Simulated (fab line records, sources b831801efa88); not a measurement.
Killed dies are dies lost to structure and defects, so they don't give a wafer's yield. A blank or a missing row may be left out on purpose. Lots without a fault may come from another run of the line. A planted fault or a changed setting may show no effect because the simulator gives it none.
Chamber matching | flow sky130 | SKY_VIA2_CMP_02 on cmp-02: 4 sister chambers
The step polishes SiO2. 8 wafers are shown with their chamber, then 8 later ones without.

WAFERS WITH THEIR CHAMBER
wafer  | chamber | motor_current_A (A) | slurry_flow_ml_min
L928.3 | 0       | 11.4                | 150.1
L934.1 | 3       | 11.4                | 149.8
L934.2 | 0       | 11.5                | 149.1
L934.4 | 2       | 11.9                | 149.6
L937.1 | 1       | 13.8                | 150.1
L937.5 | 2       | 11.2                | 149.7
L937.6 | 1       | 13.3                | 150.4
L940.4 | 3       | 11.3                | 150.3

WAFERS WITHOUT THEIR CHAMBER
wafer  | motor_current_A (A) | slurry_flow_ml_min
L940.5 | 11.0                | 149.2
L940.6 | 11.2                | 149.8
L942.3 | 14.2                | 150.7
L942.4 | 11.7                | 149.6
L942.5 | 12.1                | 150.0
L945.2 | 11.8                | 150.1
L945.4 | 13.7                | 150.0
L945.6 | 11.9                | 149.4

WHICH CHAMBER EACH WENT THROUGH
wafer  | from the rows above          | in truth
L940.5 | can't be placed: 0 or 2 or 3 | 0
L940.6 | can't be placed: 3 or 0 or 2 | 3
L942.3 | 1                            | 1
L942.4 | can't be placed: 2 or 0 or 3 | 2
L942.5 | can't be placed: 2 or 0 or 3 | 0
L945.2 | can't be placed: 2 or 3 or 0 | 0
L945.4 | 1                            | 1
L945.6 | can't be placed: 2 or 0 or 3 | 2
Placed correctly: 2 of 8. Can't be placed from these rows: 6 (the true chamber is among the candidates in 6). Placed wrongly: 0.
How it was worked out, from the rows above alone: a wafer's distance from a chamber is the root of the sum, over the readings, of the square of ((its reading less the chamber's mean) divided by the reading's scatter). The wafer belongs to the nearest chamber; if the next one is less than 2 further off, it can't be placed. A chamber's mean is the mean of its shown wafers. The scatter: the root of (the sum of the squares of (reading less its chamber's mean) over the shown wafers, divided by (wafers less chambers)).
